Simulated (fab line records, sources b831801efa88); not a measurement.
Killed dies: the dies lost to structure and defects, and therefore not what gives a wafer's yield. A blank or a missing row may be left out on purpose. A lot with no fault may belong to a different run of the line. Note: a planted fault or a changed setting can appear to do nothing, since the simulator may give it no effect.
What tool caused it? | flow gf180mcu | Sampling: 13 lots, 39 wafers, 5 of 602 route steps

WHAT THE GAUGES READ, wafer by wafer
GF_VT_IMPLANT_OVL_MEAS_07.
lot  | measured     | on         | VT_IMPLANT_OVL (nm)
L948 | day 5 20:46  | overlay-02 | -2.4 -1.7 0.7
L951 | day 6 14:28  | overlay-01 | -0.9 0.0 -1.2
L952 | day 6 23:07  | overlay-01 | -2.0 0.7 0.5
L956 | day 8 02:18  | overlay-01 | 2.2 1.4 2.2
L958 | day 8 12:14  | overlay-02 | -0.1 0.4 1.0
L959 | day 8 22:56  | overlay-02 | -0.8 0.5 -1.4
L963 | day 9 18:10  | overlay-01 | 2.8 -0.6 1.5
L964 | day 10 00:10 | overlay-02 | -1.0 -0.4 0.7
L965 | day 10 04:52 | overlay-02 | -0.3 -1.8 -1.7
L966 | day 10 12:36 | overlay-01 | 0.3 1.2 0.5
L967 | day 10 18:19 | overlay-01 | 1.0 2.3 0.6
L969 | day 11 07:17 | overlay-02 | -3.3 -0.3 -2.7
L970 | day 11 15:30 | overlay-01 | 0.7 1.2 -0.4

GF_DUAL_GATE_OVL_MEAS_11.
lot  | measured     | on         | DUAL_GATE_OVL (nm)
L948 | day 8 15:34  | overlay-02 | 0.7 -0.6 -0.1
L951 | day 9 10:11  | overlay-01 | -0.9 1.1 0.8
L952 | day 9 20:07  | overlay-01 | 0.7 -1.5 -0.8
L956 | day 11 03:45 | overlay-01 | 0.2 0.5 0.2
L958 | day 11 14:37 | overlay-01 | -0.4 -0.4 0.3
L959 | day 12 02:22 | overlay-01 | - - -
L963 | day 12 19:09 | overlay-01 | 2.0 1.9 0.9
L964 | day 13 09:54 | overlay-01 | 0.4 2.4 0.6
L965 | day 13 13:57 | overlay-02 | -1.0 1.6 -0.6
L966 | day 13 17:45 | overlay-02 | -1.8 -0.3 -1.3
L967 | day 14 10:00 | overlay-01 | 1.5 -0.6 1.0
L969 | day 14 14:19 | overlay-02 | -0.6 0.2 -2.3
L970 | day 15 07:49 | overlay-01 | 0.5 0.9 1.1

GF_POLY_GATE_THK_MEAS_01.
lot  | measured     | on           | POLY_GATE_CVD_00_THK (nm)
L948 | day 8 18:44  | filmMetro-02 | 201.0 198.8 198.7
L951 | day 9 14:43  | filmMetro-02 | 196.0 195.5 196.0
L952 | day 9 23:16  | filmMetro-04 | 199.7 200.3 200.5
L956 | day 11 06:55 | filmMetro-02 | 200.1 199.8 198.9
L958 | day 11 18:37 | filmMetro-04 | 198.0 196.9 197.7
L963 | day 12 23:44 | filmMetro-04 | 198.9 198.4 197.5
L964 | day 13 13:47 | filmMetro-03 | 201.8 202.5 201.5
L965 | day 13 18:11 | filmMetro-02 | 199.7 201.1 201.1
L966 | day 13 21:25 | filmMetro-02 | 203.8 202.0 204.1
L967 | day 14 13:50 | filmMetro-03 | 197.7 199.4 199.4
L969 | day 14 19:05 | filmMetro-02 | 199.0 198.6 199.3
L970 | day 15 11:01 | filmMetro-04 | 200.1 200.0 203.5

GF_POLY_GATE_THK_MEAS_17.
lot  | measured     | on           | POLY_GATE_OXIDATION_THK (nm)
L948 | day 9 14:37  | filmMetro-04 | 4.07 3.95 4.02
L951 | day 10 10:48 | filmMetro-04 | 3.95 4.05 4.01
L952 | day 10 18:43 | filmMetro-04 | 4.05 3.98 4.00
L956 | day 12 02:54 | filmMetro-02 | 4.03 3.98 3.94
L958 | day 12 13:21 | filmMetro-04 | 3.90 3.92 3.98
L963 | day 13 22:01 | filmMetro-04 | 4.17 4.13 4.07
L964 | day 14 12:25 | filmMetro-03 | 3.97 4.01 4.03
L965 | day 14 16:32 | filmMetro-03 | 4.06 4.03 4.08
L966 | day 14 19:50 | filmMetro-04 | 3.93 3.99 3.96
L967 | day 15 12:54 | filmMetro-02 | 4.06 4.07 4.18
L969 | day 15 18:36 | filmMetro-03 | 4.11 4.02 4.04
L970 | day 16 10:01 | filmMetro-02 | 3.96 3.98 3.98

TOOL THAT RAN EACH LOT (tool first, then ch and the chambers of the sampled wafers, then the start)
lot  | GF_DUAL_GATE_EXPOSE_08
L948 | ilineStepper-01 ch 0, day 8 07:22
L951 | ilineStepper-01 ch 0, day 9 01:50
L952 | ilineStepper-01 ch 0, day 9 11:52
L956 | ilineStepper-01 ch 0, day 10 18:26
L958 | ilineStepper-01 ch 0, day 11 06:07
L959 | ilineStepper-01 ch 0, day 11 17:35
L963 | ilineStepper-02 ch 0, day 12 11:22
L964 | ilineStepper-02 ch 0, day 12 23:16
L965 | ilineStepper-02 ch 0, day 13 03:30
L966 | ilineStepper-02 ch 0, day 13 08:42
L967 | ilineStepper-01 ch 0, day 13 23:02
L969 | ilineStepper-01 ch 0, day 14 04:57
L970 | ilineStepper-02 ch 0, day 14 19:59
- GF_DUAL_GATE_EXPOSE_08: exposes mask Dualgate, target cd 700 nm.

WHAT THE TOOLS THEMSELVES READ (means of the sampled wafers that have a number; where no wafer has one, the mark that the record gives instead)
The record holds no such reading with a usual standard deviation.

THE ANSWER, worked out from the rows above alone
Rule: usual is defined by the lots themselves. The widest of any qualifying gaps counts: lots, ordered by their means at a reading, are off when they make up no more than a third of the lots, leave a main group of 4 or more, and stand apart from it by 3 or more times the standard deviation of that group's means. Not used: any main group whose means are identical at the precision the tables above print for the reading. Also off: a lot with no number at a reading for which 4 or more lots have one. The other lots that the step has rows for count as sound. The gauges are gone through in route order, then the tools' own readings, and for those a lot's mean is taken as printed above. At the first step where some lot is off, the reading lying furthest off is the one used; lots without a number count as furthest.
Off: at GF_DUAL_GATE_OVL_MEAS_11 (DUAL_GATE_OVL), L959. Without a number there: L959. The main group: mean 0.2 nm, standard deviation 0.77.
A tool fits if, at a process step before that reading, it ran every lot that is off, and no sound lot after the first of them. The gauges at GF_DUAL_GATE_OVL_MEAS_11 are tried like those tools. None of those tried fits.

WHAT WAS PUT IN BY THE SIMULATOR
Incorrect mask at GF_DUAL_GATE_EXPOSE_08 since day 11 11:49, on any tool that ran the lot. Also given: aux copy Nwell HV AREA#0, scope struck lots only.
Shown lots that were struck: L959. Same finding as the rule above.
